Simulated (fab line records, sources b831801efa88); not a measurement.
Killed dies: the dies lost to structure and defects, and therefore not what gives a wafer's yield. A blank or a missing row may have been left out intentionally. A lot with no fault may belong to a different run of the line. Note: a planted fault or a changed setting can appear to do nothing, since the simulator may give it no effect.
fab line records	flow sky130
record: lots: 12	wafers: 36	last-day: 50
route steps=708 shown POLY_GATE@205 PAD_OPEN@708
lots untouched by any fault: they come from a run of this same line in which no faults occurred
start-h: hours from the record's opening day to when the first of the lot's shown wafers began	wait-h: time in hours since the lot's previous step	" repeats the value in the row above	L1.1+2: several wafers, shown together as one row	- no value present, or no start provided	* or withheld: withheld	< > ~ a bound
route shown NAME@n: names a module that has steps shown in the file, with the first one's number in the route	usual: mean/standard deviation of fault-free wafers	same: alike in all rows	chamber/n: place in a boat	sites: each site's reading	_std_site: how widely they spread, as a standard deviation	_edge_site: inner sites' mean taken away from outer sites' mean	radius-mm: how far each site lies from the wafer's centre	mask NAME#n: copy n	behind: tool/chamber where the wafer was last shaped	hold: cause of the lot's hold/its duration in hours/its outcome	device: transistor that didn't switch, given as n, p or np	end of line: the tests these same wafers got at the end of their route	a step given without rows: its recipe and nothing more	killed: the dies lost at the first sort to structure and to defects; this is not the yield of the wafer	map: the dies of a wafer, with x for killed, . for not killed, _ for no die there
set.NAME: the run value of the setting; set.NAME@STEP: its run value at that earlier step	model.NAME: the simulator's own value behind a step, which no gauge read
route steps across a sampled set of lots; one table per step, one row per wafer
services: from which hour (start-h, from the record's first day; less than 0 if before it) a tool's chamber was out of use, for how many hours, and why
== steps ==
step: SKY_POLY_GATE_THK_MEAS_01
recipe: reads: poly-Si_of_POLY_GATE_CVD_00
usual: POLY_GATE_CVD_00_THK: 180.9/1.5
lot.wafer	tool	chamber	start-h	wait-h	POLY_GATE_CVD_00_THK[nm]
L718.1	film-metro-01	-	310.79	0.0	180.9
L718.4	"	-	"	"	178.5
L718.5	"	-	"	"	179.3
L721.1	film-metro-03	-	356.85	0.0	181.9
L721.2	"	-	"	"	181.2
L721.6	"	-	"	"	181.3
L722.3	film-metro-03	-	359.20	0.0	181.9
L722.4	"	-	"	"	181.4
L722.5	"	-	"	"	181.7
L724.1	film-metro-03	-	367.62	0.0	182.5
L724.3	"	-	"	"	181.0
L724.4	"	-	"	"	181.7
L726.2	film-metro-04	-	380.25	0.0	181.0
L726.3	"	-	"	"	179.7
L726.5	"	-	"	"	179.8
L727.1	film-metro-03	-	384.68	0.0	182.9
L727.3	"	-	"	"	181.1
L727.5	"	-	"	"	182.3
L728.1	film-metro-04	-	395.05	0.0	182.0
L728.2	"	-	"	"	180.5
L728.6	"	-	"	"	181.6
L730.1	film-metro-01	-	415.67	0.0	177.8
L730.2	"	-	"	"	177.1
L730.4	"	-	"	"	179.1
L731.1	film-metro-01	-	423.49	0.0	180.9
L731.3	"	-	"	"	180.4
L731.6	"	-	"	"	180.0
L732.1	film-metro-04	-	429.29	0.0	181.7
L732.3	"	-	"	"	182.7
L732.6	"	-	"	"	180.3
L733.1	film-metro-04	-	441.76	0.0	180.1
L733.3	"	-	"	"	178.8
L733.5	"	-	"	"	180.2
L741.2	film-metro-03	-	514.21	0.0	180.9
L741.3	"	-	"	"	179.2
L741.4	"	-	"	"	179.0
step: SKY_POLY_GATE_COAT_08
recipe: resist: KrF-thick	spin-rpm: 3000	resist-thk-nm: 450
usual: spin-speed-rpm: 3000.2/2
lot.wafer	tool	chamber	start-h	wait-h	spin-speed-rpm
L718.1	litho-track-04	0	353	-	2997.4
L718.4	"	0	"	"	3002.0
L718.5	"	0	"	"	2999.7
L721.1	litho-track-03	0	401	-	3000.4
L721.2	"	0	402	-	2999.6
L721.6	"	0	"	"	3003.4
L722.3	litho-track-03	0	403	-	3002.4
L722.4	"	0	"	"	3002.0
L722.5	"	0	"	"	2999.7
L724.1	litho-track-04	0	413	-	2999.9
L724.3	"	0	"	"	3004.3
L724.4	"	0	"	"	3001.4
L726.2	litho-track-01	0	426	-	2998.4
L726.3	"	0	"	"	3000.2
L726.5	"	0	"	"	2998.2
L727.1	litho-track-01	0	435	-	3003.1
L727.3	"	0	"	"	3003.0
L727.5	"	0	"	"	3003.5
L728.1	litho-track-04	0	445	-	2995.8
L728.2	"	0	"	"	3000.8
L728.6	"	0	"	"	3003.6
L730.1	litho-track-01	0	464	-	3002.1
L730.2	"	0	"	"	3002.4
L730.4	"	0	"	"	3000.9
L731.1	litho-track-01	0	472	-	3907.2
L731.3	"	0	"	"	3910.8
L731.6	"	0	"	"	3906.2
L732.1	litho-track-04	0	476	-	2998.5
L732.3	"	0	"	"	2997.6
L732.6	"	0	"	"	2998.6
L733.1	litho-track-01	0	488	-	3906.2
L733.3	"	0	"	"	3906.1
L733.5	"	0	"	"	3905.5
L741.2	litho-track-01	0	562	-	2998.6
L741.3	"	0	"	"	3002.2
L741.4	"	0	"	"	3000.4
step: SKY_POLY_GATE_ETCH_15
recipe: chemistry: N2/H2	target: BARC	ion-energy-ev: 200	source-w: 500	bias-w: 100	pressure-mtorr: 30	n2-flow-sccm: 100	h2-flow-sccm: 200	stop-on: SiO2	time-s: 118.5	target-depth-a: 1100
usual: drypump-motor-current-A: 5.6/0.43	oes-product-au: 0.716/0.0044	throttle-valve-pct: 13.213/0.0094
same: time-s: 118.5
lot.wafer	tool	chamber	start-h	wait-h	drypump-motor-current-A	oes-product-au	rf-hours-counter-h	throttle-valve-pct
L718.1	rie-diel-04	3	366.19	0.0	6.2	0.708	62	13.202
L718.4	"	1	"	"	5.4	0.721	1	13.213
L718.5	"	3	"	"	6.2	0.722	-	13.213
L721.1	rie-diel-03	3	417.73	0.0	5.6	0.714	101	13.217
L721.2	"	0	"	"	6.2	0.727	26	13.214
L721.6	"	2	"	"	6.2	0.719	-	13.217
L722.3	rie-diel-04	1	419.43	0.0	5.4	0.713	2	13.234
L722.4	"	2	"	"	5.8	0.718	6	13.206
L722.5	"	3	"	"	6.3	0.724	-	13.212
L724.1	rie-diel-02	3	428.38	0.0	5.9	0.715	24	13.222
L724.3	"	2	"	"	5.3	0.710	11	13.212
L724.4	"	0	"	"	5.1	0.718	0	13.218
L726.2	rie-diel-04	3	441.54	0.0	6.3	0.717	63	13.226
L726.3	"	1	"	"	5.4	0.712	3	13.224
L726.5	"	0	"	"	5.1	0.716	-	13.194
L727.1	rie-diel-04	3	450.78	0.0	6.3	0.716	63	13.232
L727.3	"	1	"	"	5.4	0.714	3	13.211
L727.5	"	2	"	"	5.8	0.720	-	13.216
L728.1	rie-diel-02	1	460.19	0.0	5.5	0.714	3	13.199
L728.2	"	2	"	"	5.3	0.719	11	13.236
L728.6	"	0	"	"	5.1	0.709	-	13.216
L730.1	rie-diel-02	0	480.68	0.0	5.1	0.719	1	13.213
L730.2	"	1	"	"	5.5	0.715	3	13.191
L730.4	"	3	"	"	5.9	0.722	25	13.215
L731.1	rie-diel-03	1	487.38	0.0	4.9	0.713	75	13.224
L731.3	"	2	"	"	6.2	0.714	5	13.225
L731.6	"	1	"	"	4.9	0.723	-	13.197
L732.1	rie-diel-03	0	491.98	0.0	6.3	0.716	27	13.214
L732.3	"	1	"	"	4.9	0.717	75	13.230
L732.6	"	0	"	"	6.3	0.709	-	13.210
L733.1	rie-diel-04	1	504.28	0.0	5.4	0.720	3	13.214
L733.3	"	2	"	"	5.8	0.716	7	13.217
L733.5	"	1	"	"	5.4	0.716	-	13.208
L741.2	rie-diel-03	3	576.93	0.0	5.7	0.715	2	13.188
L741.3	"	2	"	"	6.2	0.708	6	13.209
L741.4	"	1	"	"	4.9	0.718	76	13.214
step: SKY_POLY_GATE_STRIP_18
recipe: chemistry: O2/N2	power-w: 1400	pressure-mtorr: 1500	platen-temp-c: withheld	o2-flow-sccm: 3000	n2-flow-sccm: 300	overash-fraction: 0.5
usual: drypump-motor-current-A: 5.4/0.46	oes-product-au: 0.360/0.0047	strip-time-to-endpoint-s: 3.144/0.029
lot.wafer	tool	chamber	start-h	wait-h	drypump-motor-current-A	oes-product-au	rf-hours-counter-h	strip-time-to-endpoint-s
L718.1	plasma-asher-01	1	366.43	0.0	5.1	0.362	69	3.118
L718.4	"	0	"	"	4.9	0.361	-	3.179
L718.5	"	1	"	"	5.1	0.367	-	3.100
L721.1	plasma-asher-02	0	417.97	0.0	6.3	0.372	69	3.162
L721.2	"	1	"	"	5.5	0.361	69	3.110
L721.6	"	1	"	"	5.5	0.356	-	3.151
L722.3	plasma-asher-01	1	419.70	0.1	5.1	0.364	-	3.157
L722.4	"	0	"	"	4.9	0.364	-	3.197
L722.5	"	1	"	"	5.1	0.354	-	3.138
L724.1	plasma-asher-03	1	428.61	0.0	5.3	0.371	63	3.166
L724.3	"	1	"	"	5.3	0.363	-	3.179
L724.4	"	0	"	"	5.5	0.357	-	3.163
L726.2	plasma-asher-02	0	441.78	0.0	6.3	0.359	1	3.155
L726.3	"	1	"	"	5.6	0.362	-	3.170
L726.5	"	1	"	"	5.6	0.362	-	3.170
L727.1	plasma-asher-01	1	451.02	0.0	5.1	0.359	77	3.116
L727.3	"	0	"	"	4.9	0.363	-	3.147
L727.5	"	1	"	"	5.1	0.358	-	3.145
L728.1	plasma-asher-02	0	460.43	0.0	6.3	0.366	3	3.164
L728.2	"	1	"	"	5.6	0.359	3	3.127
L728.6	"	0	"	"	6.3	0.359	-	3.136
L730.1	plasma-asher-03	0	480.91	0.0	5.5	0.358	68	3.178
L730.2	"	1	"	"	5.3	0.371	68	3.204
L730.4	"	1	"	"	5.3	0.356	-	3.129
L731.1	plasma-asher-01	1	487.61	0.0	5.1	0.344	81	2.468
L731.3	"	0	"	"	4.9	0.335	-	2.542
L731.6	"	0	"	"	4.9	0.332	-	2.500
L732.1	plasma-asher-03	0	492.22	0.0	5.5	0.357	69	3.176
L732.3	"	0	"	"	5.5	0.360	-	3.130
L732.6	"	1	"	"	5.3	0.358	-	3.144
L733.1	plasma-asher-03	0	504.52	0.0	5.5	0.345	70	2.580
L733.3	"	1	"	"	5.3	0.334	-	2.510
L733.5	"	0	"	"	5.5	0.334	-	2.517
L741.2	plasma-asher-01	1	577.16	0.0	5.2	0.356	90	3.133
L741.3	"	0	"	"	4.9	0.357	-	3.123
L741.4	"	1	"	"	5.1	0.362	-	3.100
step: SKY_POLY_GATE_CD_MEAS_22
usual: cd-nm: 150.0/2.2
lot.wafer	tool	chamber	start-h	wait-h	cd-nm
L718.1	cd-sem-01	-	369.24	0.1	151.0
L718.4	"	-	"	"	152.3
L718.5	"	-	"	"	152.3
L721.1	cd-sem-01	-	419.43	0.1	151.0
L721.2	"	-	"	"	152.9
L721.6	"	-	"	"	154.7
L722.3	cd-sem-01	-	422.84	0.1	150.1
L722.4	"	-	"	"	152.4
L722.5	"	-	"	"	150.3
L724.1	cd-sem-02	-	432.26	0.1	151.2
L724.3	"	-	"	"	155.9
L724.4	"	-	"	"	149.0
L726.2	cd-sem-02	-	444.61	0.1	147.4
L726.3	"	-	"	"	147.9
L726.5	"	-	"	"	147.1
L727.1	cd-sem-01	-	452.48	0.1	152.3
L727.3	"	-	"	"	150.0
L727.5	"	-	"	"	151.7
L728.1	cd-sem-01	-	461.89	0.1	146.7
L728.2	"	-	"	"	147.5
L728.6	"	-	"	"	147.3
L730.1	cd-sem-01	-	482.54	0.1	150.1
L730.2	"	-	"	"	150.6
L730.4	"	-	"	"	150.0
L731.1	cd-sem-02	-	489.08	0.1	151.2
L731.3	"	-	"	"	149.2
L731.6	"	-	"	"	149.8
L732.1	cd-sem-02	-	493.68	0.1	147.8
L732.3	"	-	"	"	153.7
L732.6	"	-	"	"	150.1
L733.1	cd-sem-02	-	506.69	0.1	148.1
L733.3	"	-	"	"	152.4
L733.5	"	-	"	"	148.3
L741.2	cd-sem-01	-	578.66	0.1	148.5
L741.3	"	-	"	"	148.8
L741.4	"	-	"	"	150.0
step: SKY_PAD_OPEN_PROBE_99
usual: killed_at_M0_to_M3: 43/7.1	killed_at_M4_up: 3.1/1.7	killed-at-contacts: 23/5.1	killed-at-front-end: 14/4.4	killed-at-other: 0.3/0.47	killed-dies: 84/9.9	killed-open: 45/6.6	killed-short: 38/6.8
same: gross-dies: 492	killed-at-back-side: 0
lot.wafer	tool	chamber	start-h	wait-h	killed_at_M0_to_M3	killed_at_M4_up	killed-at-contacts	killed-at-front-end	killed-at-other	killed-dies	killed-open	killed-short
L721.1	prober-02	-	1109.77	0.1	43	3	26	16	0	88	45	43
L721.2	prober-02	-	1109.82	0.1	54	2	18	15	0	89	44	45
L721.6	prober-02	-	1110.02	0.2	44	2	21	16	2	85	44	41
L722.3	prober-01	-	1111.23	0.2	55	3	18	12	1	89	49	40
L722.4	prober-01	-	1111.28	0.2	39	4	15	19	0	77	41	36
L722.5	prober-01	-	1111.33	0.2	43	3	34	18	0	98	53	45
L730.1	prober-01	-	1149.67	0.1	52	2	24	9	1	88	51	37
L730.2	prober-01	-	1149.72	0.1	51	4	20	9	0	84	49	35
L730.4	prober-01	-	1149.82	0.2	53	5	22	5	1	86	36	50
L731.1	prober-02	-	1155.94	0.1	41	3	26	15	0	85	51	34
L731.3	prober-02	-	1156.04	0.2	38	1	28	18	1	86	41	45
L731.6	prober-02	-	1156.19	0.2	41	1	24	12	0	78	41	37
L733.1	prober-02	-	1165.38	0.1	49	2	22	10	0	83	41	42
L733.3	prober-02	-	1165.48	0.2	51	2	25	17	0	95	49	46
L733.5	prober-02	-	1165.58	0.2	35	2	20	12	1	70	44	26
killed by level:class
L721.1 CONTACT:geometric-particle:open=11 VIA1:geometric-particle:open=9 CONTACT:geometric-particle:short=7 METAL1:geometric-particle:short=7 METAL3:geometric-particle:short=7 METAL2:geometric-particle:short=5 FIELD_ISO:geometric-particle:short=4 VIA2:geometric-particle:open=4
L721.2 VIA1:geometric-particle:open=11 METAL1:geometric-particle:short=8 CONTACT:geometric-particle:open=8 VIA1:geometric-particle:short=6 METAL2:geometric-particle:short=6 VIA2:geometric-particle:open=6 VIA3:geometric-particle:open=6 VIA2:geometric-particle:short=4
L721.6 VIA1:geometric-particle:open=15 CONTACT:geometric-particle:open=13 VIA1:geometric-particle:short=10 METAL1:geometric-particle:short=6 FIELD_ISO:geometric-particle:short=4 METAL2:geometric-particle:short=4 POLY_CUT:geometric-particle:short=3 LI_CONTACT:geometric-particle:open=3
L722.3 METAL2:geometric-particle:short=11 CONTACT:geometric-particle:open=10 VIA1:geometric-particle:short=10 VIA2:geometric-particle:open=9 FIELD_ISO:geometric-particle:open=7 VIA3:geometric-particle:open=6 VIA1:geometric-particle:open=5 VIA3:geometric-particle:short=4
L722.4 VIA1:geometric-particle:open=11 FIELD_ISO:geometric-particle:open=7 FIELD_ISO:geometric-particle:short=7 METAL1:geometric-particle:short=7 CONTACT:geometric-particle:open=5 LI_CONTACT:geometric-particle:open=5 METAL2:geometric-particle:short=5 VIA3:geometric-particle:open=4
L722.5 CONTACT:geometric-particle:open=12 VIA1:geometric-particle:open=11 LI_CONTACT:geometric-particle:open=9 FIELD_ISO:geometric-particle:open=7 VIA2:geometric-particle:open=7 FIELD_ISO:geometric-particle:short=6 LI_CONTACT:geometric-particle:short=5 LOCAL_INTERCONNECT:geometric-particle:short=5
L730.1 LI_CONTACT:geometric-particle:open=10 VIA1:geometric-particle:open=10 VIA3:geometric-particle:open=8 VIA2:geometric-particle:open=8 METAL2:geometric-particle:short=7 VIA2:geometric-particle:short=7 CONTACT:geometric-particle:open=6 POLY_GATE:geometric-particle:open=4
L730.2 VIA1:geometric-particle:open=12 VIA2:geometric-particle:open=8 CONTACT:geometric-particle:open=7 LI_CONTACT:geometric-particle:open=7 VIA1:geometric-particle:short=6 METAL2:geometric-particle:short=5 METAL1:geometric-particle:short=4 VIA3:geometric-particle:open=4
L730.4 METAL1:geometric-particle:short=12 VIA1:geometric-particle:open=10 METAL2:geometric-particle:short=6 CONTACT:geometric-particle:open=5 VIA1:geometric-particle:short=5 LI_CONTACT:geometric-particle:open=4 LI_CONTACT:geometric-particle:short=4 LOCAL_INTERCONNECT:geometric-particle:short=4
L731.1 VIA1:geometric-particle:open=13 CONTACT:geometric-particle:open=10 VIA3:geometric-particle:open=7 CONTACT:geometric-particle:short=5 VIA1:geometric-particle:short=5 VIA2:geometric-particle:open=5 POLY_GATE:geometric-particle:open=4 LI_CONTACT:geometric-particle:open=4
L731.3 CONTACT:geometric-particle:open=13 VIA1:geometric-particle:open=8 METAL2:geometric-particle:short=7 CONTACT:geometric-particle:short=6 METAL1:geometric-particle:short=6 POLY_GATE:geometric-particle:short=5 LOCAL_INTERCONNECT:geometric-particle:short=5 VIA3:geometric-particle:open=5
L731.6 VIA1:geometric-particle:open=8 CONTACT:geometric-particle:short=7 METAL1:geometric-particle:short=7 VIA1:geometric-particle:short=7 VIA2:geometric-particle:open=7 CONTACT:geometric-particle:open=6 LI_CONTACT:geometric-particle:open=5 VIA3:geometric-particle:open=5
L733.1 VIA1:geometric-particle:open=11 VIA3:geometric-particle:open=9 METAL1:geometric-particle:short=7 CONTACT:geometric-particle:short=6 VIA3:geometric-particle:short=6 LI_CONTACT:geometric-particle:open=5 CONTACT:geometric-particle:open=5 FIELD_ISO:geometric-particle:short=4
L733.3 CONTACT:geometric-particle:open=8 METAL1:geometric-particle:short=7 VIA1:geometric-particle:open=7 VIA2:geometric-particle:open=7 VIA2:geometric-particle:short=7 POLY_GATE:geometric-particle:open=6 LI_CONTACT:geometric-particle:open=6 METAL2:geometric-particle:short=6
L733.5 LI_CONTACT:geometric-particle:open=8 CONTACT:geometric-particle:open=8 VIA1:geometric-particle:open=6 VIA2:geometric-particle:open=6 METAL1:geometric-particle:short=5 VIA3:geometric-particle:open=5 POLY_GATE:geometric-particle:open=4 FIELD_ISO:geometric-particle:open=3
== services ==
tool	chamber	start-h	hours	kind
rie-diel-03	-	333.76	0.3	repair
plasma-asher-03	-	335.24	3.8	repair
rie-diel-04	1	335.72	3.6	repair
rie-diel-02	3	338.73	10.3	repair
plasma-asher-02	-	340.88	13.8	repair
rie-diel-04	2	369.65	1.3	repair
rie-diel-02	3	370.76	7.5	repair
rie-diel-04	-	370.78	2.8	pm
rie-diel-02	0	378.23	-	clean
rie-diel-02	0	378.23	29.6	scheduled-down
rie-diel-02	0	378.23	29.6	vent-cycle
rie-diel-04	-	380.60	14.6	pm
plasma-asher-01	-	408.87	9.4	repair
plasma-asher-02	-	421.25	9.0	pm
rie-diel-02	0	431.47	5.0	repair
rie-diel-03	3	452.08	-	clean
rie-diel-03	3	452.08	16.2	scheduled-down
rie-diel-03	3	452.08	16.2	vent-cycle
plasma-asher-03	-	461.51	1.4	repair
rie-diel-02	-	511.69	2.8	pm
rie-diel-04	0	562.09	-	clean
rie-diel-04	0	562.09	32.9	scheduled-down
rie-diel-04	0	562.09	32.9	vent-cycle
rie-diel-03	-	570.12	0.7	repair
== key ==
first-sign: step: SKY_POLY_GATE_COAT_08	reading: spin-speed-rpm	direction: up	sigmas: 99+	usual: 3000.2	struck: 3907.0
effect: step: SKY_POLY_GATE_STRIP_18	reading: strip-time-to-endpoint-s	direction: down	sigmas: 22	usual: *	struck: *
met-at SKY_POLY_GATE_COAT_08
struck-lots L731,L733
tester-left-out L731,L733
not-acting-at SKY_POLY_GATE_THK_MEAS_01,SKY_POLY_GATE_ETCH_15,SKY_POLY_GATE_CD_MEAS_22
onset-between 464 472
fault: kind: process-parameter-drift	tool: litho-track-01	chamber: -	onset-h: 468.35	steps: SKY_POLY_GATE_COAT_08	channel: spin-rpm	offset: 908.76	shape: step	end-h: 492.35	acts-in: these-recipes-only	stated: 3000
tester-left-out: of these lots the tester's yield and bins aren't shown, on N5 and GAA mostly nor the transistor test; their killed dies are dies lost to structure and defects alone, not to doping, threshold or leakage, so they don't give the yield
